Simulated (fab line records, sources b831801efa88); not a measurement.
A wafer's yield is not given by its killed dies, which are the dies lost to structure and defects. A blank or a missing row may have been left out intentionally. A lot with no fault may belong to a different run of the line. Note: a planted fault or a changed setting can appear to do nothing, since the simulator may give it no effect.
Which of the tools did it? || flow sky130 || Sampling: 11 lots, 33 wafers, 2 of 708 route steps

== WHAT EACH GAUGE READ, for each wafer ==
SKY_VIA2_THK_MEAS_23: measures by xrf. Usual: for VIA2_W_THK the level is 419 nm and the standard deviation is 5.9.
{"lot": "L137", "measured": "day 35 23:57", "on": "filmMetro-02", "VIA2_W_THK (nm)": "423 421 427", "flag": ""}
{"lot": "L138", "measured": "day 36 17:07", "on": "filmMetro-04", "VIA2_W_THK (nm)": "415 416 418", "flag": ""}
{"lot": "L141", "measured": "day 37 18:55", "on": "filmMetro-04", "VIA2_W_THK (nm)": "416 416 411", "flag": ""}
{"lot": "L144", "measured": "day 38 13:19", "on": "filmMetro-04", "VIA2_W_THK (nm)": "412 417 411", "flag": ""}
{"lot": "L145", "measured": "day 38 19:47", "on": "filmMetro-04", "VIA2_W_THK (nm)": "415 419 418", "flag": ""}
{"lot": "L146", "measured": "day 39 03:17", "on": "filmMetro-02", "VIA2_W_THK (nm)": "427 427 424", "flag": ""}
{"lot": "L151", "measured": "day 40 17:39", "on": "filmMetro-03", "VIA2_W_THK (nm)": "412 414 420", "flag": ""}
{"lot": "L154", "measured": "day 41 18:01", "on": "filmMetro-04", "VIA2_W_THK (nm)": "409 415 412", "flag": ""}
{"lot": "L155", "measured": "day 42 00:00", "on": "filmMetro-02", "VIA2_W_THK (nm)": "424 424 420", "flag": ""}
{"lot": "L158", "measured": "day 42 16:01", "on": "filmMetro-03", "VIA2_W_THK (nm)": "428 419 427", "flag": ""}
{"lot": "L160", "measured": "day 43 16:37", "on": "filmMetro-03", "VIA2_W_THK (nm)": "425 422 420", "flag": ""}

SKY_METAL3_CD_MEAS_13: the cd target is 300 nm. Usual: cdNm 299.4 nm, standard deviation 1.6.
{"lot": "L137", "measured": "day 38 05:26", "on": "cdSem-01", "cdNm (nm)": "298.9 300.3 301.1", "flag": ""}
{"lot": "L138", "measured": "day 38 21:11", "on": "cdSem-01", "cdNm (nm)": "297.1 297.2 295.6", "flag": ""}
{"lot": "L141", "measured": "day 39 23:08", "on": "cdSem-01", "cdNm (nm)": "297.9 297.0 296.5", "flag": ""}
{"lot": "L144", "measured": "day 40 15:16", "on": "cdSem-01", "cdNm (nm)": "299.8 299.7 299.2", "flag": ""}
{"lot": "L145", "measured": "day 40 21:58", "on": "cdSem-02", "cdNm (nm)": "297.4 299.0 297.4", "flag": ""}
{"lot": "L146", "measured": "day 41 05:51", "on": "cdSem-02", "cdNm (nm)": "299.4 300.0 299.9", "flag": ""}
{"lot": "L151", "measured": "day 42 18:01", "on": "cdSem-02", "cdNm (nm)": "300.0 300.4 300.7", "flag": ""}
{"lot": "L154", "measured": "day 43 18:31", "on": "cdSem-01", "cdNm (nm)": "303.0 303.6 302.9", "flag": ""}
{"lot": "L155", "measured": "day 43 23:20", "on": "cdSem-01", "cdNm (nm)": "302.6 302.1 302.0", "flag": ""}
{"lot": "L158", "measured": "day 44 14:55", "on": "cdSem-02", "cdNm (nm)": "299.0 298.6 299.5", "flag": ""}
{"lot": "L160", "measured": "day 45 13:50", "on": "cdSem-01", "cdNm (nm)": "298.5 298.5 297.7", "flag": ""}

== WHICH TOOL RAN EACH LOT (tool, then ch and the chambers of the sampled wafers, then the start) ==
Record: no process step prior to these readings.

== AS READ BY THE TOOLS THEMSELVES (means over the sampled wafers that have a number; for cases with no such wafer, the mark the record gives instead) ==
The record holds no such reading with a usual standard deviation.

== THE ANSWER, worked out from the rows above alone ==
Rule: a lot counts as off when the mean over its wafers that have a number is more than 3 standard deviations away from the usual mean. A lot without any number at a reading at which 4 lots or more have one is off too. All remaining lots with rows at the step are treated as sound. After the gauges, taken in route order, come the tools' own readings; for these a lot's mean is taken, as printed above. At the first step where some lot is off, the reading lying furthest off is the one used; lots without a number count as furthest.
No lot is off on any of the readings shown, so nothing can be concluded from this.

== WHAT WAS PUT IN BY THE SIMULATOR ==
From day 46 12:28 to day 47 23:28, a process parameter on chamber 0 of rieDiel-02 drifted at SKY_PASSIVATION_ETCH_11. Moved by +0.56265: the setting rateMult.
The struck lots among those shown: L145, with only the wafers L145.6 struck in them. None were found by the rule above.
